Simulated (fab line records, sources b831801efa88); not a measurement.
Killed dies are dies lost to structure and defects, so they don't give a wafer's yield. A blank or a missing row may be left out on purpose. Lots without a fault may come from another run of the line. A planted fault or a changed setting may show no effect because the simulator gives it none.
fab line records | flow sky130
record lots=4 wafers=12 last_day=50
route steps=708 shown METAL1@441 VIA1@458 PAD_OPEN@708
lots that met no fault: from a run of the same line without faults
start_h: hours from the record's first day to the start of the lot's first wafer shown | wait_h: hours since the lot's step before | " the same as in the row above | L1.1+2: a row that stands for several wafers | - no value, or no start given | * or withheld: withheld | < > ~ a bound
route shown NAME@n: a module of which the file shows steps, and the number in the route of the first | usual: mean/standard deviation of fault-free wafers | same: alike in all rows | chamber/n: place in a boat | sites: the reading at each site | _std_site: their standard deviation | _edge_site: outer sites' mean less inner sites' | radius_mm: how far each site lies from the wafer's centre | mask NAME#n: copy n | behind: the tool/chamber that last shaped the wafer | hold: why the lot was held/for how many hours/how that ended | device: the transistor (n, p or np) that didn't switch | end of line: the same wafers' tests at the end of the route | a step without rows: its recipe alone | killed: dies lost to structure and defects at the first sort, not the wafer's yield | map: a wafer's dies, x killed, . not, _ none there
set.NAME: the setting as run; set.NAME@STEP: as run at that earlier step | model.NAME: the simulator's own value behind a step, which no gauge read
lots at some steps of the route; a table a step, a row a wafer
services: from which hour (start_h, from the record's first day; less than 0 if before it) a tool's chamber was out of use, for how many hours, and why
## steps
# step SKY_METAL1_DEHYDRATE_07
# recipe temp_c=200 time_s=60
# step SKY_METAL1_HMDS_08
# recipe prime_time_s=60 prime_temp_c=120
# step SKY_METAL1_COAT_09
# recipe resist=BARC temp_c=withheld time_s=withheld spin_rpm=3000 resist_thk_nm=60
# step SKY_METAL1_COAT_10
# recipe resist=KrF-thick spin_rpm=3000 resist_thk_nm=450
# step SKY_METAL1_SOFTBAKE_11
# recipe temp_c=100 time_s=90 resist=KrF-thick
# step SKY_METAL1_EXPOSE_12
# recipe mask_id=MM1 na=0.8 source_shape=annular sigma_inner=0.55 sigma_outer=0.85 target_cd_nm=140 dose_mj=28
# step SKY_METAL1_PEB_13
# recipe peb_temp_c=withheld peb_time_s=withheld resist=KrF-thick
# step SKY_METAL1_DEVELOP_14
# recipe develop_time_s=60 resist=KrF-thick dev_temp_c=21
# step SKY_METAL1_DESCUM_17
# recipe chemistry=O2 source_power_w=150 bias_power_w=0 pressure_mtorr=10 temp_c=40 time_s=8
# step SKY_METAL1_ETCH_18
# recipe chemistry=N2/H2 target=BARC ion_energy_ev=200 bias_w=100 pressure_mtorr=30 n2_flow_sccm=100 h2_flow_sccm=200 icp_w=500 stop_on=SiO2 time_s=45.9 target_depth_a=600
# usual drypump_motor_current_A=5.8/0.62 oes_product_au=0.856/0.0049 throttle_valve_pct=13.225/0.0097
# columns lot.wafer tool chamber start_h wait_h drypump_motor_current_A oes_product_au rf_hours_counter_h throttle_valve_pct
L771.1 rie_metal-04 1 840.17 0.0 5.9 0.846 7 13.191
L771.4 " 0 " " 6.7 0.855 - 13.237
L771.5 " 0 " " 6.7 0.855 - 13.224
L773.1 rie_metal-04 1 862.87 0.0 5.8 0.852 9 13.240
L773.5 " 0 " " 6.7 0.856 - 13.226
L773.6 " 1 " " 5.8 0.853 - 13.222
L781.1 rie_metal-04 0 929.30 0.0 6.7 0.855 0 13.225
L781.3 " 0 " " 6.7 0.859 - 13.221
L781.4 " 1 " " 5.9 0.851 - 13.233
L783.4 rie_metal-03 1 933.64 0.0 5.4 0.852 - 13.211
L783.5 " 1 " " 5.5 0.852 - 13.206
L783.6 " 0 " " 4.9 0.857 - 13.233
# step SKY_METAL1_METAL_ETCH_19
# recipe target_depth_a=3600 stop_on=SiO2 over_etch_frac=0.3 time_s=78 chemistry=Cl2/BCl3 resist_sidewall_deg=88 pressure_mtorr=10 icp_w=900 bias_w=48.5 Cl2_flow_sccm=60 bcl3_flow_sccm=30
# step SKY_METAL1_STRIP_20
# recipe chemistry=O2/N2 power_w=1400 pressure_mtorr=1500 platen_temp_c=withheld o2_flow_sccm=3000 n2_flow_sccm=300 overash_fraction=0.5
# step SKY_METAL1_STRIP_21
# recipe chemistry=post_etch_residue_remover time_s=1200 temp_c=72.5
# step SKY_METAL1_CLEAN_22
# recipe chemistry=IPA time_s=180 temp_c=25
# step SKY_METAL1_CLEAN_23
# recipe chemistry=O3/DIW dry=n2_spin
# step SKY_VIA1_HDPCVD_00
# recipe material=SiO2 target_thk_nm=1030 sigma_open_frac=0.3 time_s=171.7 temp_c=400 sih4_flow_sccm=60 pressure_mtorr=6
# step SKY_VIA1_CMP_02
# recipe material=SiO2 down_force_psi=4 platen_rpm=59.53 pad_velocity_m_s=0.94248
# step SKY_VIA1_DEHYDRATE_04
# recipe temp_c=200 time_s=60
# step SKY_VIA1_HMDS_05
# recipe prime_time_s=60 prime_temp_c=120
# step SKY_VIA1_COAT_06
# recipe resist=BARC temp_c=withheld time_s=withheld spin_rpm=3000 resist_thk_nm=60
# step SKY_VIA1_COAT_07
# recipe resist=KrF-thick spin_rpm=3000 resist_thk_nm=450
# step SKY_VIA1_SOFTBAKE_08
# recipe temp_c=100 time_s=90 resist=KrF-thick
# step SKY_VIA1_EXPOSE_09
# recipe mask_id=VIM na=0.8 source_shape=annular sigma_inner=0.55 sigma_outer=0.85 target_cd_nm=150 dose_mj=38
# step SKY_VIA1_PEB_10
# recipe peb_temp_c=withheld peb_time_s=withheld resist=KrF-thick
# step SKY_VIA1_DEVELOP_11
# recipe develop_time_s=60 resist=KrF-thick dev_temp_c=21
# step SKY_VIA1_ETCH_14
# recipe chemistry=N2/H2 target=BARC ion_energy_ev=200 source_w=500 bias_w=100 pressure_mtorr=30 n2_flow_sccm=100 h2_flow_sccm=200 stop_on=SiO2 time_s=45.9 target_depth_a=600
# step SKY_VIA1_ETCH_15
# recipe target=SiO2 chemistry=C4F8/O2/Ar target_depth_nm=351 stop_on=TiN mask_material=KrF-thick source_w=1500 bias_w=1200 pressure_mtorr=40 c4f8_flow_sccm=withheld O2_flow_sccm=6 Ar_flow_sccm=300 time_s=54
# step SKY_VIA1_STRIP_16
# recipe chemistry=O2/N2 power_w=1400 pressure_mtorr=1500 platen_temp_c=withheld o2_flow_sccm=3000 n2_flow_sccm=300 overash_fraction=0.5
# step SKY_VIA1_STRIP_17
# recipe chemistry=post_etch_residue_remover time_s=1200 temp_c=72.5
# step SKY_VIA1_CLEAN_18
# recipe chemistry=IPA time_s=180 temp_c=25
# step SKY_VIA1_CLEAN_19
# recipe chemistry=O3/DIW dry=n2_spin
# step SKY_VIA1_SPUTTER_20
# recipe material=TiN target_thk_nm=20 chamber_pressure_pa=5 power_w=4000 time_s=80
# step SKY_VIA1_CVD_21
# recipe material=W target_thk_nm=270 time_s=80.902 temp_c=400 pressure_torr=40
# step SKY_PAD_OPEN_PROBE_99
# usual defect_limited_yield=82.8/1.7 killed_at_M0_to_M3=43/6.2 killed_at_M4_up=2.8/1.7 killed_at_contacts=24/4.8 killed_at_front_end=15/4.3 killed_at_other=0.3/0.55 killed_dies=85/8.4 killed_open=46/6.7 killed_short=38/6.2 sort_bin_3_pad_short=0.9/0.46 sort_bin_5_function=10.2/1.3 sort_bin_6_memory=6.1/0.9 sort_n_pass=407/8.4 sort_yield_pct=82.8/1.7
# same gross_dies=492 killed_at_back_side=0 sort_bin_4_leakage[%]=0 sort_bin_8_speed[%]=0
# columns lot.wafer tool chamber start_h wait_h defect_limited_yield[%] killed_at_M0_to_M3 killed_at_M4_up killed_at_contacts killed_at_front_end killed_at_other killed_dies killed_open killed_short sort_bin_3_pad_short[%] sort_bin_5_function[%] sort_bin_6_memory[%] sort_n_pass sort_yield_pct[%] model.etest.tester.sort_n_pass model.etest.tester.sort_yield_pct model.etest.tester.sort_bin_5_pct model.etest.tester.sort_bin_3_pct model.etest.tester.sort_bin_6_pct
L771.1 prober-01 - 1131.60 0.1 75.6 79 1 28 12 0 120 48 34 2.2 14.4 7.7 372 75.6 372 75.61 14.43 2.236 7.724
L771.4 prober-01 - 1131.75 0.2 72.6 98 4 19 14 0 135 39 37 2.8 18.3 6.3 357 72.6 357 72.56 18.29 2.846 6.301
L771.5 prober-01 - 1131.80 0.2 73.8 100 2 18 9 0 129 38 36 1.6 17.5 7.1 363 73.8 363 73.78 17.48 1.626 7.114
L773.1 prober-02 - 1146.06 0.1 78.3 73 0 21 12 1 107 38 34 1.8 12.2 7.7 385 78.3 385 78.25 12.2 1.829 7.724
L773.5 prober-02 - 1146.26 0.2 75.6 90 1 22 7 0 120 34 37 2.0 14.8 7.5 372 75.6 372 75.61 14.84 2.033 7.52
L773.6 prober-02 - 1146.31 0.2 76.8 73 3 25 12 1 114 47 34 2.6 15.0 5.5 378 76.8 378 76.83 15.04 2.642 5.488
L781.1 prober-02 - 1195.87 0.1 83.7 47 2 15 15 1 80 39 41 0.6 10.4 5.3 412 83.7 412 83.74 10.37 0.6098 5.285
L781.3 prober-02 - 1195.97 0.2 81.9 39 2 28 20 0 89 49 40 1.2 11.2 5.7 403 81.9 403 81.91 11.18 1.22 5.691
L781.4 prober-02 - 1196.02 0.2 83.5 37 5 23 16 0 81 38 42 0.6 10.6 5.3 411 83.5 411 83.54 10.57 0.6098 5.285
L783.4 prober-01 - 1202.95 0.2 79.5 54 7 23 17 0 101 56 45 1.6 10.8 8.1 391 79.5 391 79.47 10.77 1.626 8.13
L783.5 prober-01 - 1203.00 0.2 82.7 44 1 19 20 1 85 44 41 1.2 9.8 6.3 407 82.7 407 82.72 9.756 1.22 6.301
L783.6 prober-01 - 1203.05 0.2 84.1 37 4 24 13 0 78 41 37 1.0 7.9 6.9 414 84.1 414 84.15 7.927 1.016 6.911
# killed by level:class
L771.1 METAL1:unspecified=38 CONTACT:geometric_particle:open=12 VIA1:geometric_particle:open=9 VIA2:geometric_particle:open=8 LI_CONTACT:geometric_particle:open=7 VIA1:geometric_particle:short=5 METAL1:geometric_particle:short=5 VIA3:geometric_particle:open=5
L771.4 METAL1:unspecified=58 VIA1:geometric_particle:open=11 VIA1:geometric_particle:short=6 POLY_GATE:geometric_particle:open=5 FIELD_ISO:geometric_particle:short=4 CONTACT:geometric_particle:open=4 LI_CONTACT:geometric_particle:short=4 LOCAL_INTERCONNECT:geometric_particle:short=4
L771.5 METAL1:unspecified=55 VIA3:geometric_particle:open=9 CONTACT:geometric_particle:open=8 VIA1:geometric_particle:open=8 CONTACT:geometric_particle:short=5 VIA1:geometric_particle:short=5 VIA2:geometric_particle:open=5 METAL3:geometric_particle:short=5
L773.1 METAL1:unspecified=35 VIA1:geometric_particle:open=9 METAL2:geometric_particle:short=6 LI_CONTACT:geometric_particle:open=5 CONTACT:geometric_particle:short=5 LI_CONTACT:geometric_particle:short=4 METAL1:geometric_particle:short=4 VIA2:geometric_particle:open=4
L773.5 METAL1:unspecified=49 METAL1:geometric_particle:short=11 VIA1:geometric_particle:open=10 CONTACT:geometric_particle:short=7 CONTACT:geometric_particle:open=7 VIA1:geometric_particle:short=5 METAL2:geometric_particle:short=5 VIA3:geometric_particle:open=5
L773.6 METAL1:unspecified=32 LI_CONTACT:geometric_particle:open=11 VIA1:geometric_particle:open=8 VIA2:geometric_particle:open=8 CONTACT:geometric_particle:open=6 VIA3:geometric_particle:open=6 METAL1:geometric_particle:short=6 FIELD_ISO:geometric_particle:short=5
L781.1 METAL1:geometric_particle:short=10 CONTACT:geometric_particle:open=9 VIA1:geometric_particle:open=8 METAL2:geometric_particle:short=8 FIELD_ISO:geometric_particle:short=4 LI_CONTACT:geometric_particle:open=4 VIA2:geometric_particle:open=4 VIA3:geometric_particle:short=4
L781.3 CONTACT:geometric_particle:open=9 FIELD_ISO:geometric_particle:short=7 POLY_GATE:geometric_particle:open=7 VIA1:geometric_particle:open=7 VIA3:geometric_particle:open=7 METAL1:geometric_particle:short=6 LOCAL_INTERCONNECT:geometric_particle:short=6 VIA1:geometric_particle:short=6
L781.4 CONTACT:geometric_particle:short=8 CONTACT:geometric_particle:open=7 VIA1:geometric_particle:open=7 VIA2:geometric_particle:open=6 VIA1:geometric_particle:short=5 METAL2:geometric_particle:short=5 FIELD_ISO:geometric_particle:short=4 VIA3:geometric_particle:open=4
L783.4 VIA2:geometric_particle:open=16 METAL1:geometric_particle:short=10 VIA3:geometric_particle:open=8 LI_CONTACT:geometric_particle:open=7 VIA1:geometric_particle:open=7 METAL4:geometric_particle:short=6 FIELD_ISO:geometric_particle:open=5 CONTACT:geometric_particle:short=5
L783.5 CONTACT:geometric_particle:open=9 VIA3:geometric_particle:open=9 VIA1:geometric_particle:open=8 FIELD_ISO:geometric_particle:short=7 FIELD_ISO:geometric_particle:open=6 METAL1:geometric_particle:short=6 VIA3:geometric_particle:short=5 LI_CONTACT:geometric_particle:open=4
L783.6 LI_CONTACT:geometric_particle:open=10 METAL2:geometric_particle:short=9 CONTACT:geometric_particle:open=8 VIA2:geometric_particle:open=8 POLY_GATE:geometric_particle:short=5 VIA1:geometric_particle:open=5 METAL1:geometric_particle:short=4 POLY_GATE:geometric_particle:open=3
# map L771.4 (x killed, . not)
__________.....x..x._________
________..x..........._______
______.....x............_____
_____...x....x.....x.x..x____
____.......x..x........xx.___
___x..xx...x...............__
__xx...x....x......x........_
_............................
_xx.x...x...x.x..xxxxxx......
_.....x..x...x..xxxxxxxx.....
_x...x.........xxxxxxxxxx..x.
_...x.....x...xxxxxxxxxx.xx..
_..x.x....x...xxxxxxxxx....x.
_x..x........x.x.xxxxxxx.....
_.......xx......xxxxx.xx.....
__..x......x..xxxx.x.x......_
___.......x......x.x.......__
____x....x..........x.....___
_____..x.x....xx.x..x....____
______...xx...xx.xx....._____
________.........x..x._______
__________..x.x....._________
# map L773.5 (x killed, . not)
__________...x.x...._________
________.....xx...xx.._______
______....x..x........x._____
_____.............xx.x...____
____.............x..x....x___
___.....x.........x........__
__...x............x.x.....x._
_...x............x...........
_...x.x.....x..x.xxxx.x......
_..x.....x....x.xxxxxxxxx....
_...x...xx.....xxxxxxxxx.....
_....x..xxx.....xxxxxxxx.....
_...x...x..x...xxxxxxx.x.....
_....x.......x.xxxxxxxx......
_xx....xxx.......x...xx......
__..x.x.xx.x.......xx....x.._
___...x.............x....x.__
____.x..x...x.......xx....___
_____....x............x..____
______....x.......xx...._____
________..........x..x_______
__________.........._________
## services
# columns tool chamber start_h hours kind
rie_metal-03 - 826.90 15.6 pm
rie_metal-04 0 902.08 - clean
rie_metal-04 0 902.08 16.8 scheduled_down
rie_metal-04 0 902.08 16.8 vent_cycle
## key
first_sign step=SKY_PAD_OPEN_PROBE_99 reading=killed_at_M0_to_M3 direction=up sigmas=6.8 usual=43 struck=86
effect step=SKY_PAD_OPEN_PROBE_99 reading=defect_limited_yield direction=down sigmas=4.3 usual=82.8 struck=75.4
model_effect step=SKY_PAD_OPEN_PROBE_99 value=etest.tester.sort_n_pass without=410.3 struck=371.2
met_at SKY_METAL1_ETCH_18
struck_wafers L771.1,L771.4,L771.5,L773.1,L773.5,L773.6
fault kind=chamber_particle_source tool=rie_metal-04 chamber=- onset_h=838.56 steps=SKY_METAL1_ETCH_18 rate_per_visit_cm2=0.9406 end_h=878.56
